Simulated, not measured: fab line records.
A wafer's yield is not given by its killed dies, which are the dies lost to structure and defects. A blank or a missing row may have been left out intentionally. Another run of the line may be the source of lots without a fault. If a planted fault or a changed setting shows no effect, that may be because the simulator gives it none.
The tool behind it: which one? | flow sky130 | 21 wafers from 7 lots sampled at 2 of the route's 708 steps

## WHAT EACH GAUGE READ, for each wafer
SKY_NWELL_TW_MEAS_15.
lot  | measured    | on            | NWELL_TW
L457 | day 4 20:11 | film_metro-01 | 1823 1811 1830
L460 | day 5 13:46 | film_metro-02 | 1781 1785 1771
L462 | day 6 03:01 | film_metro-03 | 1804 1805 1808
L464 | day 6 10:35 | film_metro-03 | 1799 1805 1806
L467 | day 7 06:47 | film_metro-03 | 1812 1805 1808
L470 | day 8 00:48 | film_metro-02 | 1772 1772 1777
L476 | day 9 13:30 | film_metro-03 | 1814 30 30

## WHAT TOOL EACH LOT RAN ON (gives the tool, then ch and the chambers of the sampled wafers, and finally the start)
lot  | SKY_NWELL_DEVELOP_09
L457 | litho_track-03 ch 0, day 4 19:00
L460 | litho_track-01 ch 0, day 5 13:00
L462 | litho_track-03 ch 0, day 6 02:00
L464 | litho_track-02 ch 0, day 6 09:00
L467 | litho_track-03 ch 0, day 7 06:00
L470 | litho_track-01 ch 0, day 8 00:00
L476 | litho_track-01 ch 0, day 9 12:00
- SKY_NWELL_DEVELOP_09: develop time 60 s.

## THE ANSWER, worked out from the rows above alone
Rule: the lots themselves supply what counts as usual. Put in order of their means at a reading, lots are off if they are a third of the lots or fewer, leave a main group of 4 or more, and stand apart from it by a gap of 3 or more times the standard deviation of the main group's means; of several such gaps the widest counts. Not used: any main group whose means are identical at the precision the tables above print for the reading. Also off: a lot with no number at a reading for which 4 or more lots have one. All remaining lots with rows at the step are treated as sound.
Off: at SKY_NWELL_TW_MEAS_15 (NWELL_TW), L476. Main group: mean 1799, sd 17.
A tool fits if, at a process step before that reading, it ran every lot that is off, and no sound lot after the first of them. The gauges at SKY_NWELL_TW_MEAS_15 are tried like those tools. Undecided on this evidence; 2 tools fit (litho_track-01 at SKY_NWELL_DEVELOP_09, film_metro-03 at SKY_NWELL_TW_MEAS_15).

## WHAT WAS PUT IN BY THE SIMULATOR
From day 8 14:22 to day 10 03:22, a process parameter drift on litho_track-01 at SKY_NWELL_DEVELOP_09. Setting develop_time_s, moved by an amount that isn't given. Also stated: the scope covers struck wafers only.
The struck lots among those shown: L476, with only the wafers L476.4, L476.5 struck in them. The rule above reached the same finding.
